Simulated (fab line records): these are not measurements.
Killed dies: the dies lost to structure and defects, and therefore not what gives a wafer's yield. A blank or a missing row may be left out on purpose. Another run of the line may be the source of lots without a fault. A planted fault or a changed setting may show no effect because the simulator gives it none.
Chamber matching | flow gf180mcu | GF_SAB_CVD_00 on pecvd-04: 3 sister chambers
The step deposits SiO2 from TEOS, target thk 50 nm, time 4.9302 s. 14 wafers are shown with their chamber, then 7 later ones without.

== WAFERS, EACH WITH ITS CHAMBER ==
wafer  | chamber | heaterPowerW (W)
L869.1 | 0       | 551
L869.2 | 1       | 651
L869.4 | 1       | 655
L870.2 | 0       | 693
L870.5 | 1       | 631
L870.6 | 0       | 687
L872.2 | 2       | 782
L872.5 | 0       | 678
L872.6 | 2       | 791
L876.2 | 0       | 691
L876.4 | 2       | 839
L876.6 | 1       | 762
L880.2 | 1       | 763
L880.3 | 2       | 834

SIGNATURES (means of the wafers above)
reading      | chamber 0 | chamber 1 | chamber 2 | scatter within a chamber
heaterPowerW | 660.00    | 692.40    | 811.50    | 55.8
Rule: for a wafer and a chamber, the distance is found by dividing, reading by reading, the gap between the wafer's reading and the chamber's mean by the reading's scatter, squaring, summing and taking the root. The wafer belongs to the nearest chamber; if the next one is less than 2 further off, it can't be placed. How the scatter is found: for the shown wafers, subtract from each reading the mean of its chamber, square and add these, divide the total by (wafers less chambers), then take the root.

== WAFERS WHOSE CHAMBER IS MISSING ==
wafer  | heaterPowerW (W)
L880.5 | 752
L889.2 | 671
L889.3 | 784
L889.4 | 659
L890.2 | 592
L890.3 | 727
L890.5 | 756

== WHICH CHAMBER EACH WENT THROUGH ==
wafer  | from the rows above          | in truth
L880.5 | can't be placed: 2 or 1 or 0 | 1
L889.2 | can't be placed: 0 or 1      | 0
L889.3 | can't be placed: 2 or 1 or 0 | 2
L889.4 | can't be placed: 0 or 1      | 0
L890.2 | can't be placed: 0 or 1      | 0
L890.3 | can't be placed: 1 or 0 or 2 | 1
L890.5 | can't be placed: 2 or 1 or 0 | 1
Correct placement for 0 of the 7. Not placeable from these rows: 7 (in 7, the candidates include the true chamber). Wrongly placed: 0.
